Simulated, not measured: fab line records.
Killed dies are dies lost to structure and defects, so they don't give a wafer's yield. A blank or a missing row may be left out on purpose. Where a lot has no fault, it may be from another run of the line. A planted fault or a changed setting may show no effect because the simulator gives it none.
Which tool is to blame? :: flow gf180mcu :: 39 wafers from 13 lots sampled at 5 of the route's 602 steps

== WHAT THE GAUGES SHOWED, per wafer ==
GF_SAB_CD_MEAS_09: target cd 420 nm.
lot: L575
measured: day 16 06:07
on: cd_sem-02
cd_nm (nm): 421.1 420.8 420.6

lot: L578
measured: day 17 12:15
on: cd_sem-02
cd_nm (nm): 421.6 420.6 421.6

lot: L580
measured: day 18 07:24
on: cd_sem-01
cd_nm (nm): 417.6 419.0 418.2

lot: L581
measured: day 18 03:53
on: cd_sem-02
cd_nm (nm): 417.6 415.6 417.9

lot: L582
measured: day 18 18:46
on: cd_sem-01
cd_nm (nm): 418.4 416.5 417.5

lot: L583
measured: day 19 10:20
on: cd_sem-01
cd_nm (nm): 422.2 421.0 421.0

lot: L586
measured: day 20 02:55
on: cd_sem-01
cd_nm (nm): 415.1 419.7 419.4

lot: L588
measured: day 20 19:46
on: cd_sem-02
cd_nm (nm): 426.0 423.3 424.9

lot: L590
measured: day 21 17:20
on: cd_sem-01
cd_nm (nm): 419.3 419.2 415.7

lot: L591
measured: day 22 01:07
on: cd_sem-01
cd_nm (nm): 422.4 422.6 420.7

lot: L592
measured: day 22 09:28
on: cd_sem-02
cd_nm (nm): 422.5 420.3 422.7

lot: L593
measured: day 22 15:37
on: cd_sem-02
cd_nm (nm): 421.2 419.0 420.9

lot: L595
measured: day 23 03:35
on: cd_sem-02
cd_nm (nm): 418.0 420.4 418.2

GF_M2_CD_MEAS_14: target cd 280 nm.
lot: L575
measured: day 20 09:38
on: cd_sem-02
cd_nm (nm): 277.7 279.2 279.9

lot: L578
measured: day 21 19:36
on: cd_sem-01
cd_nm (nm): 279.6 280.2 280.0

lot: L580
measured: day 22 14:21
on: cd_sem-01
cd_nm (nm): 278.4 279.0 279.6

lot: L581
measured: day 22 09:51
on: cd_sem-01
cd_nm (nm): 280.0 281.2 280.6

lot: L582
measured: day 23 00:23
on: cd_sem-01
cd_nm (nm): 281.5 282.1 281.4

lot: L583
measured: day 24 00:32
on: cd_sem-01
cd_nm (nm): 281.5 281.4 280.6

lot: L586
measured: day 24 05:53
on: cd_sem-01
cd_nm (nm): 281.8 280.7 281.8

lot: L588
measured: day 25 01:46
on: cd_sem-01
cd_nm (nm): 279.3 278.9 281.3

lot: L590
measured: day 26 00:10
on: cd_sem-01
cd_nm (nm): 280.8 280.1 280.5

lot: L591
measured: day 26 02:05
on: cd_sem-01
cd_nm (nm): 279.2 279.3 279.3

lot: L592
measured: day 26 06:54
on: cd_sem-01
cd_nm (nm): 279.5 280.9 278.8

lot: L593
measured: day 26 19:10
on: cd_sem-01
cd_nm (nm): 281.1 281.0 279.6

lot: L595
measured: day 27 00:17
on: cd_sem-01
cd_nm (nm): 278.9 280.5 279.6

== WHICH TOOL RAN EACH LOT (tool, then ch and the chambers of the sampled wafers, then the start) ==
lot: L575
GF_MVSD_COAT_02: litho_track-04 ch 0, day 4 21:32
GF_MVSD_STRIP_10: plasma_asher-01 ch 0,1, day 5 05:00
GF_V1_ETCH_16: rie_diel-04 ch 1,2, day 19 08:13

lot: L578
GF_MVSD_COAT_02: litho_track-01 ch 0, day 5 14:25
GF_MVSD_STRIP_10: plasma_asher-04 ch 0,1, day 5 22:14
GF_V1_ETCH_16: rie_diel-04 ch 1,3, day 20 17:33

lot: L580
GF_MVSD_COAT_02: litho_track-04 ch 0, day 6 02:37
GF_MVSD_STRIP_10: plasma_asher-01 ch 0, day 6 10:50
GF_V1_ETCH_16: rie_diel-02 ch 1,2,3, day 21 13:24

lot: L581
GF_MVSD_COAT_02: litho_track-03 ch 0, day 6 07:22
GF_MVSD_STRIP_10: plasma_asher-01 ch 0,1, day 6 14:41
GF_V1_ETCH_16: rie_diel-01 ch 0,1,3, day 21 09:43

lot: L582
GF_MVSD_COAT_02: litho_track-03 ch 0, day 6 11:29
GF_MVSD_STRIP_10: plasma_asher-02 ch 0,1, day 6 19:12
GF_V1_ETCH_16: rie_diel-02 ch 0,1,3, day 21 23:22

lot: L583
GF_MVSD_COAT_02: litho_track-03 ch 0, day 6 19:02
GF_MVSD_STRIP_10: plasma_asher-04 ch 0,1, day 7 03:26
GF_V1_ETCH_16: rie_diel-01 ch 1,2,3, day 22 15:13

lot: L586
GF_MVSD_COAT_02: litho_track-03 ch 0, day 7 11:32
GF_MVSD_STRIP_10: plasma_asher-04 ch 1, day 7 20:09
GF_V1_ETCH_16: rie_diel-04 ch 2,3, day 23 05:46

lot: L588
GF_MVSD_COAT_02: litho_track-04 ch 0, day 7 23:38
GF_MVSD_STRIP_10: plasma_asher-04 ch 0,1, day 8 07:42
GF_V1_ETCH_16: rie_diel-02 ch 1,3, day 24 02:28

lot: L590
GF_MVSD_COAT_02: litho_track-01 ch 0, day 8 09:05
GF_MVSD_STRIP_10: plasma_asher-01 ch 0,1, day 8 17:26
GF_V1_ETCH_16: rie_diel-04 ch 2,3, day 25 00:54

lot: L591
GF_MVSD_COAT_02: litho_track-04 ch 0, day 8 15:19
GF_MVSD_STRIP_10: plasma_asher-01 ch 0,1, day 9 00:21
GF_V1_ETCH_16: rie_diel-01 ch 1,2, day 25 03:10

lot: L592
GF_MVSD_COAT_02: litho_track-04 ch 0, day 8 23:19
GF_MVSD_STRIP_10: plasma_asher-01 ch 0,1, day 9 08:09
GF_V1_ETCH_16: rie_diel-02 ch 2,3, day 25 08:15

lot: L593
GF_MVSD_COAT_02: litho_track-01 ch 0, day 9 05:43
GF_MVSD_STRIP_10: plasma_asher-02 ch 0,1, day 9 14:32
GF_V1_ETCH_16: rie_diel-01 ch 0,1,2, day 25 21:10

lot: L595
GF_MVSD_COAT_02: litho_track-03 ch 0, day 9 14:38
GF_MVSD_STRIP_10: plasma_asher-04 ch 0,1, day 9 23:57
GF_V1_ETCH_16: rie_diel-02 ch 0,1,3, day 26 02:09
- GF_MVSD_COAT_02: resist thk 3000 nm.
- GF_MVSD_STRIP_10: strips in O2/N2.
- GF_V1_ETCH_16: etches BARC in N2/H2.

== WHAT THE TOOLS THEMSELVES READ (means of the sampled wafers that have a number; where no wafer has one, the mark that the record gives instead) ==
GF_MVSD_STRIP_10.
lot: L575
tool: plasma_asher-01
drypump_motor_current_A (A): 6.1
heater_power_w (W): 277
oes_product_au (a.u.): 0.717
strip_time_to_endpoint_s (s): 36.96

lot: L578
tool: plasma_asher-04
drypump_motor_current_A (A): 5.4
heater_power_w (W): 349
oes_product_au (a.u.): 0.720
strip_time_to_endpoint_s (s): 36.91

lot: L580
tool: plasma_asher-01
drypump_motor_current_A (A): 6.1
heater_power_w (W): 276
oes_product_au (a.u.): 0.723
strip_time_to_endpoint_s (s): 36.98

lot: L581
tool: plasma_asher-01
drypump_motor_current_A (A): 6.1
heater_power_w (W): 275
oes_product_au (a.u.): 0.727
strip_time_to_endpoint_s (s): 36.91

lot: L582
tool: plasma_asher-02
drypump_motor_current_A (A): 5.8
heater_power_w (W): 349
oes_product_au (a.u.): 0.724
strip_time_to_endpoint_s (s): 36.91

lot: L583
tool: plasma_asher-04
drypump_motor_current_A (A): 5.6
heater_power_w (W): 317
oes_product_au (a.u.): 0.722
strip_time_to_endpoint_s (s): 36.81

lot: L586
tool: plasma_asher-04
drypump_motor_current_A (A): 5.8
heater_power_w (W): 290
oes_product_au (a.u.): 0.727
strip_time_to_endpoint_s (s): 37.00

lot: L588
tool: plasma_asher-04
drypump_motor_current_A (A): 5.6
heater_power_w (W): 319
oes_product_au (a.u.): 0.720
strip_time_to_endpoint_s (s): 36.91

lot: L590
tool: plasma_asher-01
drypump_motor_current_A (A): 6.1
heater_power_w (W): 278
oes_product_au (a.u.): 0.730
strip_time_to_endpoint_s (s): 37.01

lot: L591
tool: plasma_asher-01
drypump_motor_current_A (A): 6.1
heater_power_w (W): 275
oes_product_au (a.u.): 0.721
strip_time_to_endpoint_s (s): 26.57

lot: L592
tool: plasma_asher-01
drypump_motor_current_A (A): 6.1
heater_power_w (W): 274
oes_product_au (a.u.): 0.722
strip_time_to_endpoint_s (s): 26.69

lot: L593
tool: plasma_asher-02
drypump_motor_current_A (A): 5.8
heater_power_w (W): 344
oes_product_au (a.u.): 0.721
strip_time_to_endpoint_s (s): 37.02

lot: L595
tool: plasma_asher-04
drypump_motor_current_A (A): 5.6
heater_power_w (W): 320
oes_product_au (a.u.): 0.721
strip_time_to_endpoint_s (s): 36.86

GF_V1_ETCH_16.
lot: L575
tool: rie_diel-04
drypump_motor_current_A (A): 5.7
oes_product_au (a.u.): 0.850
throttle_valve_pct (%): 13.231

lot: L578
tool: rie_diel-04
drypump_motor_current_A (A): 5.4
oes_product_au (a.u.): 0.855
throttle_valve_pct (%): 13.226

lot: L580
tool: rie_diel-02
drypump_motor_current_A (A): 5.4
oes_product_au (a.u.): 0.855
throttle_valve_pct (%): 13.212

lot: L581
tool: rie_diel-01
drypump_motor_current_A (A): 5.8
oes_product_au (a.u.): 0.853
throttle_valve_pct (%): 13.223

lot: L582
tool: rie_diel-02
drypump_motor_current_A (A): 5.7
oes_product_au (a.u.): 0.850
throttle_valve_pct (%): 13.220

lot: L583
tool: rie_diel-01
drypump_motor_current_A (A): 5.8
oes_product_au (a.u.): 0.850
throttle_valve_pct (%): 13.230

lot: L586
tool: rie_diel-04
drypump_motor_current_A (A): 5.3
oes_product_au (a.u.): 0.856
throttle_valve_pct (%): 13.219

lot: L588
tool: rie_diel-02
drypump_motor_current_A (A): 5.2
oes_product_au (a.u.): 0.857
throttle_valve_pct (%): 13.228

lot: L590
tool: rie_diel-04
drypump_motor_current_A (A): 5.3
oes_product_au (a.u.): 0.855
throttle_valve_pct (%): 13.234

lot: L591
tool: rie_diel-01
drypump_motor_current_A (A): 5.6
oes_product_au (a.u.): 0.854
throttle_valve_pct (%): 13.220

lot: L592
tool: rie_diel-02
drypump_motor_current_A (A): 5.1
oes_product_au (a.u.): 0.853
throttle_valve_pct (%): 13.216

lot: L593
tool: rie_diel-01
drypump_motor_current_A (A): 5.6
oes_product_au (a.u.): 0.859
throttle_valve_pct (%): 13.220

lot: L595
tool: rie_diel-02
drypump_motor_current_A (A): 5.7
oes_product_au (a.u.): 0.856
throttle_valve_pct (%): 13.226

== THE ANSWER, worked out from the rows above alone ==
Rule: usual is defined by the lots themselves. The widest of any qualifying gaps counts: lots, ordered by their means at a reading, are off when they make up no more than a third of the lots, leave a main group of 4 or more, and stand apart from it by 3 or more times the standard deviation of that group's means. The tables above print the reading to a certain number of digits; a main group whose means all agree to those digits is not used. A lot without any number at a reading at which 4 lots or more have one is off too. Where the step has rows for the other lots, those lots are counted as sound. After the gauges, taken in route order, come the tools' own readings; for these a lot's mean is taken, as printed above. The first step at which some lot is off is used, and at that step the reading that is off furthest; a lot without a number counts as furthest.
Off, at GF_MVSD_STRIP_10 on strip_time_to_endpoint_s: L591, L592. The main group: mean 36.93 s, standard deviation 0.063.
A tool fits if, at that step or a process step before it, it ran every lot that is off, and no sound lot after the first of them. Can't be told from this: 2 tools fit, litho_track-04 at GF_MVSD_COAT_02, plasma_asher-01 at GF_MVSD_STRIP_10.

== WHAT THE SIMULATOR PUT IN ==
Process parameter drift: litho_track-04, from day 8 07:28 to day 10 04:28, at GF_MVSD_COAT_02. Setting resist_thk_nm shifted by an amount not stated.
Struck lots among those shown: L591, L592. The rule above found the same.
